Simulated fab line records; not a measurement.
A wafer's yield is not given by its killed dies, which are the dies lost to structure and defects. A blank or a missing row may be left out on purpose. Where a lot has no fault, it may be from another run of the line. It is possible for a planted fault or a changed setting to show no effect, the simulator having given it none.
The tool behind it: which one?    flow sky130    33 wafers from 11 lots sampled at 5 of the route's 708 steps

## WHAT THE GAUGES READ, wafer by wafer
No reading from a measuring or inspecting step in the record can be judged against a usual standard deviation.

## TOOL THAT RAN EACH LOT (tool first, then ch and the chambers of the sampled wafers, then the start)
lot   SKY_LI_CONTACT_CVD_21          SKY_LOCAL_INTERCONNECT_ETCH_13     SKY_LOCAL_INTERCONNECT_STRIP_15       SKY_CONTACT_ETCH_17                 SKY_METAL1_SPUTTER_04
L725  cvd-w-01 ch 0,1, day 29 13:13  rie-metal-01 ch 0,1, day 30 18:23  plasma-asher-02 ch 0,1, day 30 18:30  rie-diel-02 ch 0,1, day 31 23:29    pvd-sputter-01, day 32 00:55
L726  cvd-w-01 ch 0,1, day 30 09:43  rie-metal-04 ch 0,1, day 31 14:04  plasma-asher-02 ch 0,1, day 31 14:11  rie-diel-04 ch 0,2,3, day 32 19:06  pvd-sputter-03, day 32 20:32
L728  cvd-w-02 ch 0,1, day 30 12:04  rie-metal-02 ch 0, day 31 17:22    plasma-asher-04 ch 0,1, day 31 17:29  rie-diel-03 ch 0,2,3, day 32 22:47  pvd-sputter-01, day 33 00:12
L727  cvd-w-01 ch 0,1, day 30 17:26  rie-metal-02 ch 0,1, day 31 21:58  plasma-asher-02 ch 0,1, day 31 22:05  rie-diel-04 ch 0,1,3, day 33 02:33  pvd-sputter-02, day 33 03:59
L737  cvd-w-02 ch 1, day 34 09:58    rie-metal-01 ch 0, day 35 13:29    plasma-asher-01 ch 0,1, day 35 13:36  rie-diel-03 ch 1,2, day 36 17:38    pvd-sputter-01, day 36 19:03
L738  cvd-w-02 ch 0,1, day 34 13:58  rie-metal-01 ch 0,1, day 35 17:02  plasma-asher-02 ch 0,1, day 35 17:09  rie-diel-04 ch 1,2,3, day 36 20:45  pvd-sputter-03, day 36 22:11
L739  cvd-w-02 ch 0,1, day 34 17:08  rie-metal-02 ch 0,1, day 35 20:43  plasma-asher-02 ch 0,1, day 35 20:50  rie-diel-04 ch 0,1,2, day 37 00:14  pvd-sputter-03, day 37 01:42
L741  cvd-w-01 ch 0,1, day 34 18:05  rie-metal-04 ch 0,1, day 35 21:25  plasma-asher-01 ch 0,1, day 35 21:32  rie-diel-02 ch 2,3, day 37 00:56    pvd-sputter-03, day 37 02:24
L742  cvd-w-02 ch 0,1, day 34 21:05  rie-metal-02 ch 0,1, day 36 01:16  plasma-asher-02 ch 0,1, day 36 01:23  rie-diel-03 ch 1,2, day 37 04:59    pvd-sputter-03, day 37 06:26
L746  cvd-w-01 ch 0,1, day 36 06:49  rie-metal-04 ch 1, day 37 08:53    plasma-asher-01 ch 1, day 37 09:07    rie-diel-04 ch 0,1,2, day 38 11:32  pvd-sputter-03, day 38 12:57
L747  cvd-w-02 ch 0,1, day 36 20:58  rie-metal-04 ch 1, day 37 23:05    plasma-asher-04 ch 0,1, day 37 23:18  rie-diel-03 ch 0,2,3, day 39 02:14  pvd-sputter-03, day 39 03:46
- SKY_LI_CONTACT_CVD_21: deposits W, target thk 400 nm, time 120.56 s.
- SKY_LOCAL_INTERCONNECT_ETCH_13: etches BARC in N2/H2, stops on SiO2, time 45.9 s, target depth 60 nm.
- SKY_LOCAL_INTERCONNECT_STRIP_15: strips in O2/N2.
- SKY_CONTACT_ETCH_17: etches SiO2 in C4F8/O2/Ar, stops on Si3N4, target depth 340 nm.
- SKY_METAL1_SPUTTER_04: material TiN, target thk 70 nm, time 58.3 s.

## AS READ BY THE TOOLS THEMSELVES (means over the sampled wafers that have a number; for cases with no such wafer, the mark the record gives instead)
SKY_LI_CONTACT_CVD_21. Usual: heater-power-w reads 933 W (standard deviation 62).
lot   tool      heater-power-w (W)  flag
L725  cvd-w-01  870                 
L726  cvd-w-01  934                 
L728  cvd-w-02  951                 
L727  cvd-w-01  927                 
L737  cvd-w-02  966                 
L738  cvd-w-02  949                 
L739  cvd-w-02  960                 
L741  cvd-w-01  935                 
L742  cvd-w-02  970                 
L746  cvd-w-01  917                 
L747  cvd-w-02  948                 

SKY_LOCAL_INTERCONNECT_ETCH_13. Usual: chamber-pressure-mTorr 30.002 mTorr, standard deviation 0.027; drypump-motor-current-A 6.1 A, standard deviation 0.44; oes-product-au 0.854 a.u., standard deviation 0.0044; throttle-valve-pct 13.224 %, standard deviation 0.0097.
lot   tool          chamber-pressure-mTorr (mTorr)  drypump-motor-current-A (A)  oes-product-au (a.u.)  throttle-valve-pct (%)  flag
L725  rie-metal-01  30.009                          5.7                          0.857                  13.216                  
L726  rie-metal-04  29.984                          6.1                          0.855                  13.223                  
L728  rie-metal-02  30.005                          6.4                          0.854                  13.228                  
L727  rie-metal-02  29.997                          6.2                          0.854                  13.218                  
L737  rie-metal-01  29.988                          5.9                          0.854                  13.221                  
L738  rie-metal-01  30.044                          5.4                          0.852                  13.229                  
L739  rie-metal-02  30.003                          6.3                          0.856                  13.220                  
L741  rie-metal-04  29.997                          6.1                          0.860                  13.219                  
L742  rie-metal-02  29.993                          6.3                          0.852                  13.223                  
L746  rie-metal-04  30.030                          6.5                          0.856                  13.222                  
L747  rie-metal-04  29.987                          6.5                          0.859                  13.223                  

SKY_LOCAL_INTERCONNECT_STRIP_15. Usual: chamber-pressure-mTorr 1500.1 mTorr, standard deviation 1.4; drypump-motor-current-A 5.5 A, standard deviation 0.43; oes-product-au 0.427 a.u., standard deviation 0.0045; strip-time-to-endpoint-s 4.716 s, standard deviation 0.019.
lot   tool             chamber-pressure-mTorr (mTorr)  drypump-motor-current-A (A)  oes-product-au (a.u.)  strip-time-to-endpoint-s (s)  flag
L725  plasma-asher-02  1499.0                          5.3                          0.425                  4.743                         
L726  plasma-asher-02  1500.1                          5.3                          0.423                  4.707                         
L728  plasma-asher-04  1500.6                          6.1                          0.431                  4.728                         
L727  plasma-asher-02  1501.3                          5.3                          0.426                  4.700                         
L737  plasma-asher-01  1501.5                          5.4                          0.417                  4.410                         OFF
L738  plasma-asher-02  1501.1                          5.2                          0.414                  4.393                         OFF
L739  plasma-asher-02  1500.1                          5.3                          0.430                  4.713                         
L741  plasma-asher-01  1499.8                          5.4                          0.424                  4.696                         
L742  plasma-asher-02  1502.0                          5.2                          0.429                  4.701                         
L746  plasma-asher-01  1499.5                          4.9                          0.425                  4.739                         
L747  plasma-asher-04  1499.7                          6.1                          0.428                  4.724                         

SKY_CONTACT_ETCH_17. Usual: chamber-pressure-mTorr 39.99 mTorr, standard deviation 0.038; oes-product-au 0.897 a.u., standard deviation 0.0051.
lot   tool         chamber-pressure-mTorr (mTorr)  oes-product-au (a.u.)  flag
L725  rie-diel-02  40.02                           0.896                  
L726  rie-diel-04  40.02                           0.901                  
L728  rie-diel-03  39.99                           0.894                  
L727  rie-diel-04  40.04                           0.894                  
L737  rie-diel-03  39.98                           0.899                  
L738  rie-diel-04  40.01                           0.895                  
L739  rie-diel-04  40.00                           0.898                  
L741  rie-diel-02  40.02                           0.899                  
L742  rie-diel-03  39.99                           0.889                  
L746  rie-diel-04  39.99                           0.897                  
L747  rie-diel-03  39.95                           0.899                  

SKY_METAL1_SPUTTER_04. Usual: throttle-valve-pct reads 29.6 % (standard deviation 1.3).
lot   tool            throttle-valve-pct (%)  flag
L725  pvd-sputter-01  29.1                    
L726  pvd-sputter-03  28.5                    
L728  pvd-sputter-01  29.7                    
L727  pvd-sputter-02  29.7                    
L737  pvd-sputter-01  29.3                    
L738  pvd-sputter-03  29.6                    
L739  pvd-sputter-03  29.2                    
L741  pvd-sputter-03  28.1                    
L742  pvd-sputter-03  29.2                    
L746  pvd-sputter-03  30.2                    
L747  pvd-sputter-03  30.9                    

## THE ANSWER, worked out from the rows above alone
Rule: a lot counts as off when the mean over its wafers that have a number is more than 3 standard deviations away from the usual mean. Also off: a lot with no number at a reading for which 4 or more lots have one. Any other lot the step has rows for is counted as sound. Order of review: gauges by route order, followed by the tools' own readings, for which a lot's mean as printed above is used. At the first step where some lot is off, the reading lying furthest off is the one used; lots without a number count as furthest.
Off, at SKY_LOCAL_INTERCONNECT_STRIP_15 on strip-time-to-endpoint-s: L737, L738.
A tool fits if, at that step or a process step before it, it ran every lot that is off, and no sound lot after the first of them. One fits: SKY_LOCAL_INTERCONNECT_ETCH_13 on rie-metal-01. Its last sound lot is L725 (day 30 18:23), its first lot that is off L737 (day 35 13:29): a fault that began between those two fits.

## WHAT THE SIMULATOR PUT IN
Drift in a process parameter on rie-metal-01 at SKY_LOCAL_INTERCONNECT_ETCH_13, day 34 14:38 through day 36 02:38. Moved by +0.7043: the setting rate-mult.
Struck lots among those shown: L737, L738. This agrees with what the rule above found.
